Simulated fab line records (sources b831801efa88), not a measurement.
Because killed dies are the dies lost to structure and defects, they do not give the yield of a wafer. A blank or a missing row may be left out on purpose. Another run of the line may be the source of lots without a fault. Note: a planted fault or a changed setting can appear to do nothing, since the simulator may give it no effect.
2 desks looking at one fault :: flow gf180mcu :: numbers are kept per desk, each desk with only its own; the story behind them comes last

## THE TOOL OWNER'S DESK: wet-bench-03
The tool's own readings at GF_STI_WET_ETCH_17 (etches Si3N4 in H3PO4, target depth 45 nm, time 514 s): means of the sampled wafers that have a number, for each lot that ran on this tool. If a lot's mean is further than 4 standard deviations from the usual mean, the lot is out of limits and carries the mark OUT (the distance appears in the brackets).
Columns: A = run-length-s at GF_STI_WET_ETCH_17, usual 541 s
lot: L563
first seen here: day 2 22:07
A: 547

lot: L572
first seen here: day 4 22:05
A: 1062 (+99 or more) OUT

lot: L573
first seen here: day 5 01:59
A: 1053 (+99 or more) OUT
Finding of this desk: L572, L573 out of limits; the first was L572 at day 4 22:05, on run-length-s at GF_STI_WET_ETCH_17. In limits: L563.

## FROM THE METROLOGY DESK
What the gauges read for every lot (on any tool): the sampled wafers with a number, averaged. If a lot's mean is further than 4 standard deviations from the usual mean, the lot is out of limits and carries the mark OUT (the distance appears in the brackets).
Columns: A = cd-nm at GF_STI_CD_MEAS_12, usual 220.1 nm; B = STI_OXIDATION_01_THK at GF_STI_THK_MEAS_22, usual 15.04 nm; C = STI_CVD_23_THK at GF_STI_THK_MEAS_24, usual 646 nm
lot: L562
first seen here: day 2 16:06
A: 219.5
B: 14.55
C: 648

lot: L563
first seen here: day 2 21:46
A: 220.3
B: 14.77
C: 641

lot: L571
first seen here: day 4 16:10
A: 220.5
B: 15.15
C: 641

lot: L572
first seen here: day 4 21:41
A: 220.3
B: 15.24
C: 638

lot: L573
first seen here: day 5 01:36
A: 219.1
B: 14.90
C: 654

lot: L575
first seen here: day 5 11:32
A: 219.3
B: 14.74
C: 639
Result from this desk: across the 6 lots, nothing is out of limits.

## TAKEN TOGETHER
The tool owner's desk could have raised an alarm at day 4 22:05, on L572, L573.
At the metrology desk, nothing out of limits was observed.
The metrology desk holds a record of L572, L573, inside its limits.
Every lot named ran GF_STI_WET_ETCH_17 on wet-bench-03.

## WHAT HAD BEEN PUT IN BY THE SIMULATOR
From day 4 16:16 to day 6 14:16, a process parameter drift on wet-bench-03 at GF_STI_WET_ETCH_17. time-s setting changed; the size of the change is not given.
Struck lots among those shown: L572, L573.
Delay in hours, fault start to first out-of-limits reading, by desk: the tool owner's desk at 6.
